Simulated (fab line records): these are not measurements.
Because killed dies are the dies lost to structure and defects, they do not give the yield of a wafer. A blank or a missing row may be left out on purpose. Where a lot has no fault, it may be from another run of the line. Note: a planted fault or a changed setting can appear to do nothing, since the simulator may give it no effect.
fab line records | flow sky130
record lots=24 | wafers=72 | lastDay=51
route steps=708 shown LDD_N@244 SD_N@350 VIA2@508 CAPM@538 VIA3@586
lots that met no fault: from a run of the same line without faults
startH: start of the lot's first displayed wafer, in hours after the record's first day | waitH: hours elapsed since this lot's preceding step | " as in the row above | L1.1+2: a row that stands for several wafers | - either no value or no given start | * or withheld: withheld | < > ~ a bound
route shown NAME@n: NAME is a module with steps in the file, n the number in the route of the first one | usual: mean and standard deviation over wafers with no fault | same: alike in all rows | chamber/n: place in a boat | sites: the reading at each site | _std_site: how widely they spread, as a standard deviation | _edge_site: outer sites' mean less inner sites' | radiusMm: how far each site lies from the wafer's centre | mask NAME#n: copy n | behind: the last tool/chamber to shape the wafer | hold: reason for holding the lot/hours on hold/outcome of the hold | device: the n, p or np transistor that did not switch | end of line: the tests these same wafers got at the end of their route | where a step has no rows: the recipe by itself | killed: count of dies lost to structure and defects at first sort (not the wafer's yield) | map: dies across one wafer; x = killed, . = not, _ = none there
set.NAME: the setting that was run; set.NAME@STEP: the one run at that earlier step | model.NAME: the simulator's own value behind a step, which no gauge read
the route's steps for a sample of lots (tables are steps, rows are wafers)
services: from which hour (startH, from the record's first day; less than 0 if before it) a tool's chamber was out of use, for how many hours, and why
## steps
# step SKY_LDD_N_OVL_MEAS_07
# usual LDD_N_OVL=-0.4/1.4
lot.wafer | tool       | chamber | startH | waitH | LDD_N_OVL[nm]
L074.1    | overlay-01 | -       | 405.60 | 0.1   | -2.6
L074.2    | "          | -       | "      | "     | -1.1
L074.3    | "          | -       | "      | "     | 0.6
L075.3    | overlay-01 | -       | 414.71 | 0.1   | -0.5
L075.5    | "          | -       | "      | "     | -1.0
L075.6    | "          | -       | "      | "     | -2.9
L076.2    | overlay-01 | -       | 422.91 | 0.1   | -1.6
L076.4    | "          | -       | "      | "     | 0.0
L076.5    | "          | -       | "      | "     | -1.7
L077.1    | overlay-01 | -       | 438.61 | 0.1   | 3.5
L077.2    | "          | -       | "      | "     | -0.5
L077.5    | "          | -       | "      | "     | -0.4
L079.1    | overlay-02 | -       | 459.10 | 0.1   | -1.2
L079.2    | "          | -       | "      | "     | -1.7
L079.5    | "          | -       | "      | "     | 2.4
L080.1    | overlay-02 | -       | 459.66 | 0.1   | -0.3
L080.2    | "          | -       | "      | "     | 1.2
L080.3    | "          | -       | "      | "     | -0.1
L078.1    | overlay-01 | -       | 460.56 | 0.1   | 2.5
L078.4    | "          | -       | "      | "     | 0.4
L078.6    | "          | -       | "      | "     | -0.1
L081.1    | overlay-01 | -       | 467.05 | 0.1   | -1.3
L081.3    | "          | -       | "      | "     | -2.5
L081.4    | "          | -       | "      | "     | -0.1
L082.1    | overlay-02 | -       | 485.35 | 0.1   | 0.2
L082.2    | "          | -       | "      | "     | 0.9
L082.4    | "          | -       | "      | "     | -0.5
L083.1    | overlay-02 | -       | 487.25 | 0.1   | 1.1
L083.4    | "          | -       | "      | "     | -0.1
L083.6    | "          | -       | "      | "     | -0.2
L085.2    | overlay-01 | -       | 502.61 | 0.1   | -1.8
L085.4    | "          | -       | "      | "     | -0.3
L085.5    | "          | -       | "      | "     | 0.6
L084.1    | overlay-01 | -       | 502.90 | 0.1   | 0.3
L084.3    | "          | -       | "      | "     | -1.9
L084.4    | "          | -       | "      | "     | 0.4
L086.2    | overlay-01 | -       | 508.26 | 0.1   | -2.2
L086.4    | "          | -       | "      | "     | -0.8
L086.5    | "          | -       | "      | "     | -2.3
L087.4    | overlay-01 | -       | 519.03 | 0.1   | -1.6
L087.5    | "          | -       | "      | "     | -0.6
L087.6    | "          | -       | "      | "     | -0.6
L088.1    | overlay-02 | -       | 528.60 | 0.1   | 0.3
L088.5    | "          | -       | "      | "     | 1.2
L088.6    | "          | -       | "      | "     | -0.5
L089.1    | overlay-01 | -       | 538.35 | 0.1   | -2.6
L089.5    | "          | -       | "      | "     | -1.7
L089.6    | "          | -       | "      | "     | -0.2
L090.2    | overlay-02 | -       | 548.66 | 0.1   | -0.8
L090.3    | "          | -       | "      | "     | 1.6
L090.4    | "          | -       | "      | "     | 0.4
L092.3    | overlay-01 | -       | 564.87 | 0.1   | -1.1
L092.5    | "          | -       | "      | "     | -4.0
L092.6    | "          | -       | "      | "     | -1.4
L091.1    | overlay-01 | -       | 568.26 | 0.1   | 0.4
L091.2    | "          | -       | "      | "     | 1.0
L091.4    | "          | -       | "      | "     | 0.0
L093.1    | overlay-01 | -       | 573.51 | 0.1   | -1.8
L093.5    | "          | -       | "      | "     | -2.3
L093.6    | "          | -       | "      | "     | -1.6
L094.1    | overlay-02 | -       | 581.56 | 0.1   | -1.0
L094.2    | "          | -       | "      | "     | 0.0
L094.6    | "          | -       | "      | "     | -0.1
L096.1    | overlay-01 | -       | 595.80 | 0.1   | -0.8
L096.3    | "          | -       | "      | "     | -3.3
L096.4    | "          | -       | "      | "     | -2.0
L095.1    | overlay-02 | -       | 599.70 | 0.1   | 1.4
L095.2    | "          | -       | "      | "     | 2.7
L095.4    | "          | -       | "      | "     | 0.1
L097.1    | overlay-01 | -       | 614.40 | 0.1   | -0.5
L097.5    | "          | -       | "      | "     | -0.3
L097.6    | "          | -       | "      | "     | -0.1
# step SKY_LDD_N_STRIP_16
# recipe chemistry=O2/N2 | powerW=1400 | pressureMtorr=1500 | platenTempC=withheld | o2FlowSccm=3000 | n2FlowSccm=300 | overashFraction=0.5
# usual drypumpMotorCurrentA=6.0/0.5 | oesProductAu=0.407/0.0043 | stripTimeToEndpointS=4.310/0.016
lot.wafer | tool           | chamber | startH | waitH | drypumpMotorCurrentA | oesProductAu | rfHoursCounterH | stripTimeToEndpointS
L074.1    | plasmaAsher-04 | 0       | 406.84 | 0.1   | 6.1                  | 0.398        | 73              | 4.324
L074.2    | "              | 1       | "      | "     | 6.2                  | 0.409        | 73              | 4.302
L074.3    | "              | 0       | "      | "     | 6.0                  | 0.406        | -               | 4.319
L075.3    | plasmaAsher-02 | 1       | 415.97 | 0.1   | 5.2                  | 0.405        | -               | 4.302
L075.5    | "              | 0       | "      | "     | 6.3                  | 0.410        | -               | 4.317
L075.6    | "              | 1       | "      | "     | 5.2                  | 0.404        | -               | 4.295
L076.2    | plasmaAsher-02 | 0       | 424.14 | 0.1   | 6.4                  | 0.403        | 25              | 4.319
L076.4    | "              | 1       | "      | "     | 5.2                  | 0.406        | -               | 4.292
L076.5    | "              | 0       | "      | "     | 6.3                  | 0.404        | -               | 4.294
L077.1    | plasmaAsher-02 | 1       | 439.84 | 0.1   | 5.2                  | 0.413        | 27              | 4.305
L077.2    | "              | 0       | "      | "     | 6.4                  | 0.399        | 27              | 4.301
L077.5    | "              | 1       | "      | "     | 5.2                  | 0.408        | -               | 4.332
L079.1    | plasmaAsher-03 | 1       | 460.34 | 0.1   | 6.5                  | 0.406        | 77              | 4.280
L079.2    | "              | 0       | "      | "     | 5.8                  | 0.406        | 77              | 4.289
L079.5    | "              | 0       | "      | "     | 5.8                  | 0.410        | -               | 4.312
L080.1    | plasmaAsher-03 | 1       | 460.89 | 0.1   | 6.5                  | 0.405        | 77              | 4.300
L080.2    | "              | 0       | "      | "     | 5.8                  | 0.403        | 77              | 4.328
L080.3    | "              | 0       | "      | "     | 5.8                  | 0.409        | -               | 4.295
L078.1    | plasmaAsher-02 | 0       | 461.79 | 0.1   | 6.4                  | 0.401        | 29              | 4.290
L078.4    | "              | 0       | "      | "     | 6.4                  | 0.408        | -               | 4.318
L078.6    | "              | 0       | "      | "     | 6.4                  | 0.402        | -               | 4.290
L081.1    | plasmaAsher-04 | 0       | 468.29 | 0.1   | 6.0                  | 0.404        | 4               | 4.324
L081.3    | "              | 1       | "      | "     | 6.2                  | 0.400        | -               | 4.324
L081.4    | "              | 0       | "      | "     | 6.0                  | 0.401        | -               | 4.328
L082.1    | plasmaAsher-03 | 1       | 486.59 | 0.1   | 6.5                  | 0.400        | 78              | 4.298
L082.2    | "              | 0       | "      | "     | 5.8                  | 0.406        | 78              | 4.309
L082.4    | "              | 0       | "      | "     | 5.8                  | 0.404        | -               | 4.312
L083.1    | plasmaAsher-02 | 1       | 488.49 | 0.1   | 5.2                  | 0.409        | 32              | 4.333
L083.4    | "              | 1       | "      | "     | 5.2                  | 0.399        | -               | 4.335
L083.6    | "              | 1       | "      | "     | 5.2                  | 0.400        | -               | 4.348
L085.2    | plasmaAsher-03 | 0       | 503.84 | 0.1   | 5.8                  | 0.415        | 80              | 4.303
L085.4    | "              | 0       | "      | "     | 5.8                  | 0.406        | -               | 4.322
L085.5    | "              | 0       | "      | "     | 5.8                  | 0.406        | -               | 4.321
L084.1    | plasmaAsher-03 | 1       | 504.14 | 0.1   | 6.5                  | 0.406        | 80              | 4.298
L084.3    | "              | 0       | "      | "     | 5.8                  | 0.409        | -               | 4.314
L084.4    | "              | 1       | "      | "     | 6.5                  | 0.410        | -               | 4.290
L086.2    | plasmaAsher-02 | 0       | 509.49 | 0.1   | 6.3                  | 0.404        | 34              | 4.318
L086.4    | "              | 1       | "      | "     | 5.2                  | 0.405        | -               | 4.309
L086.5    | "              | 1       | "      | "     | 5.2                  | 0.411        | -               | 4.288
L087.4    | plasmaAsher-03 | 0       | 520.28 | 0.1   | 5.8                  | 0.405        | -               | 4.361
L087.5    | "              | 1       | "      | "     | 6.4                  | 0.400        | -               | 4.336
L087.6    | "              | 0       | "      | "     | 5.8                  | 0.406        | -               | 4.340
L088.1    | plasmaAsher-02 | 0       | 529.84 | 0.1   | 6.4                  | 0.411        | 36              | 4.307
L088.5    | "              | 1       | "      | "     | 5.2                  | 0.411        | -               | 4.303
L088.6    | "              | 0       | "      | "     | 6.4                  | 0.414        | -               | 4.299
L089.1    | plasmaAsher-02 | 0       | 539.59 | 0.1   | 6.4                  | 0.412        | 37              | 4.306
L089.5    | "              | 1       | "      | "     | 5.2                  | 0.404        | -               | 4.309
L089.6    | "              | 0       | "      | "     | 6.4                  | 0.404        | -               | 4.312
L090.2    | plasmaAsher-03 | 1       | 549.89 | 0.1   | 6.5                  | 0.407        | 84              | 4.306
L090.3    | "              | 1       | "      | "     | 6.5                  | 0.407        | -               | 4.308
L090.4    | "              | 0       | "      | "     | 5.8                  | 0.406        | -               | 4.309
L092.3    | plasmaAsher-03 | 0       | 566.12 | 0.1   | 5.8                  | 0.411        | -               | 4.336
L092.5    | "              | 1       | "      | "     | 6.5                  | 0.399        | -               | 4.330
L092.6    | "              | 0       | "      | "     | 5.8                  | 0.404        | -               | 4.313
L091.1    | plasmaAsher-03 | 0       | 569.49 | 0.1   | 5.8                  | 0.406        | 86              | 4.295
L091.2    | "              | 1       | "      | "     | 6.5                  | 0.408        | 86              | 4.313
L091.4    | "              | 0       | "      | "     | 5.8                  | 0.405        | -               | 4.298
L093.1    | plasmaAsher-02 | 1       | 574.74 | 0.1   | 5.2                  | 0.394        | 40              | 4.307
L093.5    | "              | 1       | "      | "     | 5.2                  | 0.404        | -               | 4.278
L093.6    | "              | 0       | "      | "     | 6.3                  | 0.408        | -               | 4.297
L094.1    | plasmaAsher-03 | 0       | 582.79 | 0.1   | 5.8                  | 0.403        | 87              | 4.299
L094.2    | "              | 1       | "      | "     | 6.5                  | 0.408        | 87              | 4.297
L094.6    | "              | 1       | "      | "     | 6.5                  | 0.412        | -               | 4.321
L096.1    | plasmaAsher-03 | 1       | 597.04 | 0.1   | 6.5                  | 0.407        | 89              | 4.281
L096.3    | "              | 1       | "      | "     | 6.6                  | 0.405        | -               | 4.281
L096.4    | "              | 0       | "      | "     | 5.8                  | 0.407        | -               | 4.290
L095.1    | plasmaAsher-03 | 0       | 600.94 | 0.1   | 5.8                  | 0.405        | 89              | 4.301
L095.2    | "              | 1       | "      | "     | 6.5                  | 0.407        | 89              | 4.321
L095.4    | "              | 0       | "      | "     | 5.8                  | 0.413        | -               | 4.319
L097.1    | plasmaAsher-02 | 0       | 615.64 | 0.1   | 6.4                  | 0.409        | 44              | 4.301
L097.5    | "              | 1       | "      | "     | 5.2                  | 0.410        | -               | 4.328
L097.6    | "              | 0       | "      | "     | 6.3                  | 0.406        | -               | 4.290
# step SKY_SD_N_OVL_MEAS_08
# usual SD_N_OVL=-0.6/1.3
lot.wafer | tool       | chamber | startH | waitH | SD_N_OVL[nm]
L074.1    | overlay-01 | -       | 651.17 | 0.1   | -1.3
L074.2    | "          | -       | "      | "     | -3.0
L074.3    | "          | -       | "      | "     | -2.4
L075.3    | overlay-01 | -       | 663.18 | 0.1   | 1.8
L075.5    | "          | -       | "      | "     | 0.9
L075.6    | "          | -       | "      | "     | 1.5
L076.2    | overlay-01 | -       | 667.53 | 0.1   | -0.6
L076.4    | "          | -       | "      | "     | -2.1
L076.5    | "          | -       | "      | "     | -1.0
L077.1    | overlay-02 | -       | 683.42 | 0.1   | 1.2
L077.2    | "          | -       | "      | "     | 0.1
L077.5    | "          | -       | "      | "     | 0.5
L079.1    | overlay-01 | -       | 703.93 | 0.1   | 0.4
L079.2    | "          | -       | "      | "     | -0.7
L079.5    | "          | -       | "      | "     | 0.4
L080.1    | overlay-01 | -       | 704.53 | 0.1   | -2.6
L080.2    | "          | -       | "      | "     | -1.8
L080.3    | "          | -       | "      | "     | -1.1
L078.1    | overlay-02 | -       | 704.77 | 0.1   | 2.2
L078.4    | "          | -       | "      | "     | 2.1
L078.6    | "          | -       | "      | "     | 0.2
L081.1    | overlay-01 | -       | 707.27 | 0.1   | 0.5
L081.3    | "          | -       | "      | "     | 1.6
L081.4    | "          | -       | "      | "     | 0.1
L082.1    | overlay-01 | -       | 727.83 | 0.1   | -1.1
L082.2    | "          | -       | "      | "     | -3.1
L082.4    | "          | -       | "      | "     | -1.6
L083.1    | overlay-01 | -       | 730.88 | 0.1   | 0.8
L083.4    | "          | -       | "      | "     | 0.4
L083.6    | "          | -       | "      | "     | -1.5
L085.2    | overlay-02 | -       | 739.43 | 0.1   | -0.6
L085.4    | "          | -       | "      | "     | -1.4
L085.5    | "          | -       | "      | "     | 0.0
L084.1    | overlay-01 | -       | 743.73 | 0.1   | -3.5
L084.3    | "          | -       | "      | "     | -1.9
L084.4    | "          | -       | "      | "     | -2.0
L086.2    | overlay-01 | -       | 747.13 | 0.1   | -0.7
L086.4    | "          | -       | "      | "     | 0.1
L086.5    | "          | -       | "      | "     | -0.2
L087.4    | overlay-01 | -       | 758.30 | 0.1   | 0.0
L087.5    | "          | -       | "      | "     | -0.3
L087.6    | "          | -       | "      | "     | -1.4
L088.1    | overlay-01 | -       | 764.33 | 0.1   | -0.6
L088.5    | "          | -       | "      | "     | -1.2
L088.6    | "          | -       | "      | "     | -1.3
L089.1    | overlay-01 | -       | 774.27 | 0.1   | -1.7
L089.5    | "          | -       | "      | "     | -0.5
L089.6    | "          | -       | "      | "     | -1.8
L090.2    | overlay-02 | -       | 782.78 | 0.1   | 0.6
L090.3    | "          | -       | "      | "     | 0.4
L090.4    | "          | -       | "      | "     | 0.3
L092.3    | overlay-01 | -       | 798.39 | 0.1   | -3.5
L092.5    | "          | -       | "      | "     | -3.0
L092.6    | "          | -       | "      | "     | -2.0
L091.1    | overlay-02 | -       | 802.47 | 0.1   | -2.2
L091.2    | "          | -       | "      | "     | -1.6
L091.4    | "          | -       | "      | "     | -1.5
L093.1    | overlay-01 | -       | 803.53 | 0.1   | -1.0
L093.5    | "          | -       | "      | "     | -1.5
L093.6    | "          | -       | "      | "     | -1.4
L094.1    | overlay-02 | -       | 814.28 | 0.1   | 0.0
L094.2    | "          | -       | "      | "     | -0.4
L094.6    | "          | -       | "      | "     | 0.9
L096.1    | overlay-02 | -       | 821.58 | 0.1   | 0.8
L096.3    | "          | -       | "      | "     | 1.7
L096.4    | "          | -       | "      | "     | -0.6
L095.1    | overlay-01 | -       | 828.57 | 0.1   | -1.3
L095.2    | "          | -       | "      | "     | 0.0
L095.4    | "          | -       | "      | "     | -1.7
L097.1    | overlay-02 | -       | 842.62 | 0.1   | -0.2
L097.5    | "          | -       | "      | "     | 0.0
L097.6    | "          | -       | "      | "     | 1.1
# step SKY_VIA2_THK_MEAS_01
# recipe reads=SiO2_of_VIA2_HDPCVD_00
# usual VIA2_HDPCVD_THK=1185/13
lot.wafer | tool         | chamber | startH  | waitH | VIA2_HDPCVD_THK[nm]
L074.1    | filmMetro-02 | -       | 828.80  | 0.1   | 1182
L074.2    | "            | -       | "       | "     | 1177
L074.3    | "            | -       | "       | "     | 1199
L075.3    | filmMetro-04 | -       | 838.83  | 0.1   | 1183
L075.5    | "            | -       | "       | "     | 1163
L075.6    | "            | -       | "       | "     | 1169
L076.2    | filmMetro-02 | -       | 843.34  | 0.1   | 1197
L076.4    | "            | -       | "       | "     | 1204
L076.5    | "            | -       | "       | "     | 1196
L077.1    | filmMetro-01 | -       | 857.99  | 0.1   | 1172
L077.2    | "            | -       | "       | "     | 1196
L077.5    | "            | -       | "       | "     | 1190
L079.1    | filmMetro-02 | -       | 877.96  | 0.1   | 1174
L079.2    | "            | -       | "       | "     | 1193
L079.5    | "            | -       | "       | "     | 1178
L080.1    | filmMetro-04 | -       | 878.02  | 0.1   | 1183
L080.2    | "            | -       | "       | "     | 1179
L080.3    | "            | -       | "       | "     | 1207
L078.1    | filmMetro-01 | -       | 878.27  | 0.1   | 1155
L078.4    | "            | -       | "       | "     | 1171
L078.6    | "            | -       | "       | "     | 1158
L081.1    | filmMetro-01 | -       | 881.26  | 0.1   | 1166
L081.3    | "            | -       | "       | "     | 1170
L081.4    | "            | -       | "       | "     | 1167
L082.1    | filmMetro-01 | -       | 900.24  | 0.1   | 1192
L082.2    | "            | -       | "       | "     | 1170
L082.4    | "            | -       | "       | "     | 1175
L083.1    | filmMetro-02 | -       | 903.54  | 0.1   | 1187
L083.4    | "            | -       | "       | "     | 1162
L083.6    | "            | -       | "       | "     | 1174
L085.2    | filmMetro-02 | -       | 908.84  | 0.1   | 1196
L085.4    | "            | -       | "       | "     | 1187
L085.5    | "            | -       | "       | "     | 1177
L084.1    | filmMetro-01 | -       | 914.23  | 0.1   | 1186
L084.3    | "            | -       | "       | "     | 1176
L084.4    | "            | -       | "       | "     | 1195
L086.2    | filmMetro-04 | -       | 918.31  | 0.1   | 1189
L086.4    | "            | -       | "       | "     | 1190
L086.5    | "            | -       | "       | "     | 1186
L087.4    | filmMetro-02 | -       | 928.23  | 0.0   | 1183
L087.5    | "            | -       | "       | "     | 1173
L087.6    | "            | -       | "       | "     | 1160
L088.1    | filmMetro-02 | -       | 933.46  | 0.1   | 1182
L088.5    | "            | -       | "       | "     | 1197
L088.6    | "            | -       | "       | "     | 1189
L089.1    | filmMetro-02 | -       | 942.72  | 0.1   | 1184
L089.5    | "            | -       | "       | "     | 1175
L089.6    | "            | -       | "       | "     | 1203
L090.2    | filmMetro-02 | -       | 949.30  | 0.1   | 1186
L090.3    | "            | -       | "       | "     | 1186
L090.4    | "            | -       | "       | "     | 1184
L092.3    | filmMetro-04 | -       | 964.09  | 0.1   | 1184
L092.5    | "            | -       | "       | "     | 1204
L092.6    | "            | -       | "       | "     | 1203
L091.1    | filmMetro-04 | -       | 967.82  | 0.1   | 1201
L091.2    | "            | -       | "       | "     | 1198
L091.4    | "            | -       | "       | "     | 1189
L093.1    | filmMetro-04 | -       | 969.66  | 0.1   | 1204
L093.5    | "            | -       | "       | "     | 1191
L093.6    | "            | -       | "       | "     | 1196
L094.1    | filmMetro-04 | -       | 978.20  | 0.1   | 1202
L094.2    | "            | -       | "       | "     | 1196
L094.6    | "            | -       | "       | "     | 1197
L096.1    | filmMetro-02 | -       | 985.22  | 0.1   | 1200
L096.3    | "            | -       | "       | "     | 1189
L096.4    | "            | -       | "       | "     | 1195
L095.1    | filmMetro-01 | -       | 990.86  | 0.1   | 1184
L095.2    | "            | -       | "       | "     | 1186
L095.4    | "            | -       | "       | "     | 1186
L097.1    | filmMetro-01 | -       | 1003.90 | 0.1   | 1179
L097.5    | "            | -       | "       | "     | 1175
L097.6    | "            | -       | "       | "     | 1179
# step SKY_CAPM_THK_MEAS_01
# recipe reads=SiO2_of_CAPM_CVD_00
# usual CAPM_CVD_00_THK=15.62/0.2
lot.wafer | tool         | chamber | startH  | waitH | CAPM_CVD_00_THK[nm]
L074.1    | filmMetro-02 | -       | 857.31  | -     | 15.58
L074.2    | "            | -       | "       | "     | 15.77
L074.3    | "            | -       | "       | "     | 15.62
L075.3    | filmMetro-01 | -       | 867.28  | -     | 15.85
L075.5    | "            | -       | "       | "     | 15.80
L075.6    | "            | -       | "       | "     | 16.01
L076.2    | filmMetro-02 | -       | 871.82  | -     | 15.72
L076.4    | "            | -       | "       | "     | 15.74
L076.5    | "            | -       | "       | "     | 15.95
L077.1    | filmMetro-02 | -       | 886.24  | -     | 15.42
L077.2    | "            | -       | "       | "     | 15.18
L077.5    | "            | -       | "       | "     | 15.86
L079.1    | filmMetro-02 | -       | 905.36  | -     | 15.30
L079.2    | "            | -       | "       | "     | 15.25
L079.5    | "            | -       | "       | "     | 15.59
L080.1    | filmMetro-03 | -       | 906.36  | -     | 15.77
L080.2    | "            | -       | "       | "     | 15.44
L080.3    | "            | -       | "       | "     | 15.61
L078.1    | filmMetro-03 | -       | 906.60  | -     | 15.72
L078.4    | "            | -       | "       | "     | 15.82
L078.6    | "            | -       | "       | "     | 16.00
L081.1    | filmMetro-01 | -       | 909.15  | -     | 15.55
L081.3    | "            | -       | "       | "     | 15.53
L081.4    | "            | -       | "       | "     | 15.66
L082.1    | filmMetro-02 | -       | 928.00  | -     | 15.42
L082.2    | "            | -       | "       | "     | 15.18
L082.4    | "            | -       | "       | "     | 15.38
L083.1    | filmMetro-03 | -       | 930.71  | -     | 15.73
L083.4    | "            | -       | "       | "     | 15.86
L083.6    | "            | -       | "       | "     | 15.81
L085.2    | filmMetro-01 | -       | 935.72  | -     | 15.32
L085.4    | "            | -       | "       | "     | 15.63
L085.5    | "            | -       | "       | "     | 15.41
L084.1    | filmMetro-01 | -       | 941.51  | -     | 15.30
L084.3    | "            | -       | "       | "     | 15.66
L084.4    | "            | -       | "       | "     | 16.00
L086.2    | filmMetro-02 | -       | 945.76  | -     | 15.64
L086.4    | "            | -       | "       | "     | 15.63
L086.5    | "            | -       | "       | "     | 15.82
L087.4    | filmMetro-03 | -       | 955.46  | -     | 15.64
L087.5    | "            | -       | "       | "     | 15.69
L087.6    | "            | -       | "       | "     | 15.73
L088.1    | filmMetro-02 | -       | 960.51  | -     | 15.67
L088.5    | "            | -       | "       | "     | 15.74
L088.6    | "            | -       | "       | "     | 15.82
L089.1    | filmMetro-03 | -       | 969.61  | -     | 15.33
L089.5    | "            | -       | "       | "     | 15.79
L089.6    | "            | -       | "       | "     | 15.67
L090.2    | filmMetro-02 | -       | 976.26  | -     | 15.79
L090.3    | "            | -       | "       | "     | 15.47
L090.4    | "            | -       | "       | "     | 15.67
L092.3    | filmMetro-03 | -       | 989.59  | -     | 15.37
L092.5    | "            | -       | "       | "     | 15.51
L092.6    | "            | -       | "       | "     | 15.68
L091.1    | filmMetro-02 | -       | 995.09  | -     | 15.45
L091.2    | "            | -       | "       | "     | 15.56
L091.4    | "            | -       | "       | "     | 15.73
L093.1    | filmMetro-03 | -       | 996.11  | -     | 15.32
L093.5    | "            | -       | "       | "     | 15.53
L093.6    | "            | -       | "       | "     | 15.49
L094.1    | filmMetro-03 | -       | 1003.96 | -     | 15.61
L094.2    | "            | -       | "       | "     | 15.43
L094.6    | "            | -       | "       | "     | 15.79
L096.1    | filmMetro-02 | -       | 1011.11 | -     | 15.18
L096.3    | "            | -       | "       | "     | 15.17
L096.4    | "            | -       | "       | "     | 15.60
L095.1    | filmMetro-02 | -       | 1016.47 | -     | 15.30
L095.2    | "            | -       | "       | "     | 15.58
L095.4    | "            | -       | "       | "     | 15.83
L097.1    | filmMetro-02 | -       | 1029.44 | -     | 15.47
L097.5    | "            | -       | "       | "     | 15.93
L097.6    | "            | -       | "       | "     | 15.51
# step SKY_VIA3_OVL_MEAS_13
# usual VIA3_OVL=0/5.8
lot.wafer | tool       | chamber | startH  | waitH | VIA3_OVL[nm]
L074.1    | overlay-02 | -       | 936.92  | 0.1   | 6
L074.2    | "          | -       | "       | "     | 8
L074.3    | "          | -       | "       | "     | 8
L075.3    | overlay-01 | -       | 945.59  | 0.1   | 2
L075.5    | "          | -       | "       | "     | 4
L075.6    | "          | -       | "       | "     | 3
L076.2    | overlay-02 | -       | 949.68  | 0.1   | 3
L076.4    | "          | -       | "       | "     | -2
L076.5    | "          | -       | "       | "     | 4
L077.1    | overlay-01 | -       | 963.47  | 0.1   | -1
L077.2    | "          | -       | "       | "     | 4
L077.5    | "          | -       | "       | "     | -2
L079.1    | overlay-01 | -       | 980.72  | 0.1   | 9
L079.2    | "          | -       | "       | "     | -1
L079.5    | "          | -       | "       | "     | 10
L080.1    | overlay-01 | -       | 981.67  | 0.1   | 2
L080.2    | "          | -       | "       | "     | -7
L080.3    | "          | -       | "       | "     | 3
L078.1    | overlay-01 | -       | 982.51  | 0.1   | 1
L078.4    | "          | -       | "       | "     | -5
L078.6    | "          | -       | "       | "     | 4
L081.1    | overlay-02 | -       | 985.07  | 0.1   | 6
L081.3    | "          | -       | "       | "     | 6
L081.4    | "          | -       | "       | "     | -3
L082.1    | overlay-02 | -       | 1003.67 | 0.1   | 12
L082.2    | "          | -       | "       | "     | -11
L082.4    | "          | -       | "       | "     | -7
L083.1    | overlay-02 | -       | 1005.77 | 0.1   | 0
L083.4    | "          | -       | "       | "     | -3
L083.6    | "          | -       | "       | "     | 4
L085.2    | overlay-02 | -       | 1010.98 | 0.1   | -6
L085.4    | "          | -       | "       | "     | -1
L085.5    | "          | -       | "       | "     | -2
L084.1    | overlay-01 | -       | 1016.86 | 0.1   | -8
L084.3    | "          | -       | "       | "     | -6
L084.4    | "          | -       | "       | "     | 1
L086.2    | overlay-02 | -       | 1021.08 | 0.1   | -11
L086.4    | "          | -       | "       | "     | -9
L086.5    | "          | -       | "       | "     | -3
L087.4    | overlay-01 | -       | 1029.39 | 0.1   | 12
L087.5    | "          | -       | "       | "     | 7
L087.6    | "          | -       | "       | "     | 7
L088.1    | overlay-02 | -       | 1032.91 | 0.1   | -3
L088.5    | "          | -       | "       | "     | 6
L088.6    | "          | -       | "       | "     | 7
L089.1    | overlay-01 | -       | 1042.42 | 0.1   | 0
L089.5    | "          | -       | "       | "     | 0
L089.6    | "          | -       | "       | "     | 2
L090.2    | overlay-02 | -       | 1048.37 | 0.1   | -9
L090.3    | "          | -       | "       | "     | -1
L090.4    | "          | -       | "       | "     | -6
L092.3    | overlay-02 | -       | 1060.53 | 0.1   | 9
L092.5    | "          | -       | "       | "     | 7
L092.6    | "          | -       | "       | "     | -5
L091.1    | overlay-01 | -       | 1066.37 | 0.1   | 8
L091.2    | "          | -       | "       | "     | 2
L091.4    | "          | -       | "       | "     | 1
L093.1    | overlay-02 | -       | 1066.67 | 0.1   | -2
L093.5    | "          | -       | "       | "     | -4
L093.6    | "          | -       | "       | "     | 1
L094.1    | overlay-02 | -       | 1074.07 | 0.1   | 12
L094.2    | "          | -       | "       | "     | -1
L094.6    | "          | -       | "       | "     | 1
L096.1    | overlay-02 | -       | 1081.57 | 0.1   | 4
L096.3    | "          | -       | "       | "     | -3
L096.4    | "          | -       | "       | "     | -6
L095.1    | overlay-01 | -       | 1085.32 | 0.1   | -8
L095.2    | "          | -       | "       | "     | -4
L095.4    | "          | -       | "       | "     | 0
L097.1    | overlay-01 | -       | 1096.32 | 0.1   | -4
L097.5    | "          | -       | "       | "     | -2
L097.6    | "          | -       | "       | "     | -1
## services
tool           | chamber | startH | hours | kind
plasmaAsher-04 | -       | 421.25 | 9.0   | pm
plasmaAsher-04 | 0       | 421.25 | 9.0   | ventCycle
plasmaAsher-04 | 1       | 421.25 | 9.0   | ventCycle
plasmaAsher-04 | 0       | 430.25 | -     | clean
plasmaAsher-04 | 1       | 430.25 | -     | clean
plasmaAsher-03 | -       | 449.51 | 0.4   | repair
plasmaAsher-03 | -       | 461.41 | 14.6  | pm
plasmaAsher-02 | -       | 482.00 | 0.3   | repair
plasmaAsher-03 | -       | 527.25 | 6.4   | repair
plasmaAsher-04 | -       | 538.73 | 4.2   | repair
plasmaAsher-03 | -       | 571.70 | 0.3   | repair
## key
fault none
